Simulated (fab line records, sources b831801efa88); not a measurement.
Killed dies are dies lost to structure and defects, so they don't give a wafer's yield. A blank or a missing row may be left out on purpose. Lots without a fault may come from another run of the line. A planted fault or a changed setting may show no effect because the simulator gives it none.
Which tool did it? | flow sky130 | 12 lots, 36 wafers sampled, at 5 steps of a route of 708

WHAT THE GAUGES READ, wafer by wafer
SKY_POLY_CUT_OVL_MEAS_09.
lot  | measured     | on         | POLY_CUT_OVL (nm)
L380 | day 24 12:28 | overlay-02 | 9 -2 7
L382 | day 25 00:40 | overlay-01 | -4 0 0
L383 | day 25 09:22 | overlay-02 | -3 -5 -10
L386 | day 26 18:37 | overlay-01 | -1 0 3
L389 | day 27 15:34 | overlay-02 | -12 -11 -5
L391 | day 28 10:28 | overlay-01 | 0 3 4
L394 | day 29 06:46 | overlay-01 | 2 0 0
L396 | day 30 00:02 | overlay-02 | 9 -1 4
L397 | day 30 11:43 | overlay-02 | -4 -8 -2
L399 | day 30 19:37 | overlay-01 | 3 3 -3
L401 | day 31 09:10 | overlay-02 | 1 8 2
L402 | day 31 16:26 | overlay-02 | -5 -7 2

SKY_SD_N_OVL_MEAS_08.
lot  | measured     | on         | SD_N_OVL (nm)
L380 | day 28 03:52 | overlay-02 | 0.1 -1.9 -0.8
L382 | day 28 14:08 | overlay-01 | 1.6 -0.4 -0.3
L383 | day 28 22:52 | overlay-02 | -0.5 0.7 0.8
L386 | day 30 08:11 | overlay-02 | 0.0 -1.0 -1.5
L389 | day 31 03:25 | overlay-02 | 0.3 0.3 0.3
L391 | day 31 23:06 | overlay-01 | 1.6 -0.5 0.4
L394 | day 32 18:08 | overlay-02 | 0.5 -0.2 -0.8
L396 | day 33 08:49 | overlay-02 | -0.8 -1.3 -0.3
L397 | day 33 21:14 | overlay-01 | 4.5 2.4 2.3
L399 | day 34 08:20 | overlay-02 | 1.6 0.9 1.7
L401 | day 34 19:31 | overlay-01 | -0.4 1.3 -1.4
L402 | day 34 23:40 | overlay-02 | -0.3 -1.4 -2.1

SKY_LOCAL_INTERCONNECT_OVL_MEAS_12.
lot  | measured     | on         | LOCAL_INTERCONNECT_OVL (nm)
L380 | day 30 15:39 | overlay-01 | -9 -8 -9
L382 | day 31 00:47 | overlay-01 | 0 -2 4
L383 | day 31 09:58 | overlay-02 | -8 3 -7
L386 | day 32 18:35 | overlay-01 | -8 -4 -9
L389 | day 33 12:52 | overlay-02 | -10 -12 -9
L391 | day 34 09:14 | overlay-02 | -6 -6 -10
L394 | day 35 03:14 | overlay-01 | -4 2 -2
L396 | day 35 16:51 | overlay-02 | -13 -6 -14
L397 | day 36 06:07 | overlay-01 | 0 -4 -7
L399 | day 36 15:17 | overlay-01 | 0 -5 0
L401 | day 37 02:44 | overlay-01 | -3 0 4
L402 | day 37 06:46 | overlay-01 | -6 -2 -5

WHICH TOOL RAN EACH LOT (tool, then ch and the chambers of the sampled wafers, then the start)
lot  | SKY_LI_CONTACT_ETCH_14             | SKY_LI_CONTACT_STRIP_16
L380 | rie_diel-03 ch 0,1,2, day 29 10:16 | plasma_asher-04 ch 0,1, day 29 10:23
L382 | rie_diel-01 ch 0,3, day 29 19:55   | plasma_asher-04 ch 0,1, day 29 20:02
L383 | rie_diel-01 ch 0,1,3, day 30 04:34 | plasma_asher-03 ch 0,1, day 30 04:41
L386 | rie_diel-01 ch 0,1,3, day 31 13:14 | plasma_asher-03 ch 0,1, day 31 13:22
L389 | rie_diel-01 ch 1,2,3, day 32 08:28 | plasma_asher-03 ch 0,1, day 32 08:35
L391 | rie_diel-01 ch 1,3, day 33 04:28   | plasma_asher-04 ch 0, day 33 04:35
L394 | rie_diel-04 ch 0,1,2, day 33 22:55 | plasma_asher-04 ch 0,1, day 33 23:02
L396 | rie_diel-03 ch 0,2,3, day 34 12:41 | plasma_asher-04 ch 0,1, day 34 12:48
L397 | rie_diel-04 ch 1,2,3, day 35 01:56 | plasma_asher-03 ch 0, day 35 02:04
L399 | rie_diel-01 ch 0,1,2, day 35 12:03 | plasma_asher-02 ch 0,1, day 35 12:10
L401 | rie_diel-01 ch 1,2, day 35 23:27   | plasma_asher-02 ch 0,1, day 35 23:34
L402 | rie_diel-01 ch 1,2,3, day 36 03:27 | plasma_asher-03 ch 0,1, day 36 03:34
- SKY_LI_CONTACT_ETCH_14: etches BARC in N2/H2, stops on SiO2, time 45.9 s, target depth 60 nm.
- SKY_LI_CONTACT_STRIP_16: strips in O2/N2.

WHAT THE TOOLS THEMSELVES READ (means of the sampled wafers that have a number; where no wafer has one, the mark that the record gives instead)
SKY_LI_CONTACT_ETCH_14.
lot  | tool        | drypump_motor_current_A (A) | oes_product_au (a.u.) | rf_fwd_power_W (W) | throttle_valve_pct (%)
L380 | rie_diel-03 | 5.8                         | 0.859                 | 494.9              | 13.225
L382 | rie_diel-01 | 5.8                         | 0.852                 | 492.6              | 13.224
L383 | rie_diel-01 | 5.8                         | 0.855                 | 492.8              | 13.224
L386 | rie_diel-01 | 5.8                         | 0.859                 | 492.1              | 13.220
L389 | rie_diel-01 | 5.9                         | 0.854                 | 694.2              | 13.235
L391 | rie_diel-01 | 5.8                         | 0.850                 | 693.5              | 13.227
L394 | rie_diel-04 | 5.3                         | 0.856                 | 492.9              | 13.227
L396 | rie_diel-03 | 5.9                         | 0.861                 | 496.3              | 13.224
L397 | rie_diel-04 | 5.4                         | 0.852                 | 492.9              | 13.217
L399 | rie_diel-01 | 5.9                         | 0.854                 | 494.2              | 13.225
L401 | rie_diel-01 | 5.9                         | 0.852                 | 497.7              | 13.229
L402 | rie_diel-01 | 5.9                         | 0.853                 | 496.2              | 13.226

SKY_LI_CONTACT_STRIP_16.
lot  | tool            | drypump_motor_current_A (A) | oes_product_au (a.u.) | strip_time_to_endpoint_s (s)
L380 | plasma_asher-04 | 6.5                         | 0.376                 | 3.468
L382 | plasma_asher-04 | 6.5                         | 0.371                 | 3.468
L383 | plasma_asher-03 | 5.7                         | 0.376                 | 3.521
L386 | plasma_asher-03 | 5.7                         | 0.379                 | 3.507
L389 | plasma_asher-03 | 5.7                         | 0.370                 | 3.320
L391 | plasma_asher-04 | 6.4                         | 0.369                 | 3.315
L394 | plasma_asher-04 | 6.4                         | 0.373                 | 3.458
L396 | plasma_asher-04 | 6.5                         | 0.378                 | 3.486
L397 | plasma_asher-03 | 6.4                         | 0.376                 | 3.480
L399 | plasma_asher-02 | 5.5                         | 0.374                 | 3.532
L401 | plasma_asher-02 | 5.5                         | 0.373                 | 3.483
L402 | plasma_asher-03 | 5.7                         | 0.375                 | 3.475

THE ANSWER, worked out from the rows above alone
Rule: what is usual is taken from the lots themselves. Put in order of their means at a reading, lots are off if they are a third of the lots or fewer, leave a main group of 4 or more, and stand apart from it by a gap of 3 or more times the standard deviation of the main group's means; of several such gaps the widest counts. A main group whose means are all the same, to the digits that the tables above print for the reading, isn't used. A lot without any number at a reading at which 4 lots or more have one is off too. The other lots that the step has rows for count as sound. The gauges are gone through in route order, then the tools' own readings, and for those a lot's mean is taken as printed above. The first step at which some lot is off is used, and at that step the reading that is off furthest; a lot without a number counts as furthest.
Off: L389, L391, at SKY_LI_CONTACT_ETCH_14 (rf_fwd_power_W). The main group: mean 494.3 W, standard deviation 1.8.
A tool fits if, at that step or a process step before it, it ran every lot that is off, and no sound lot after the first of them. None of those tried fits.

WHAT THE SIMULATOR HAD PUT IN
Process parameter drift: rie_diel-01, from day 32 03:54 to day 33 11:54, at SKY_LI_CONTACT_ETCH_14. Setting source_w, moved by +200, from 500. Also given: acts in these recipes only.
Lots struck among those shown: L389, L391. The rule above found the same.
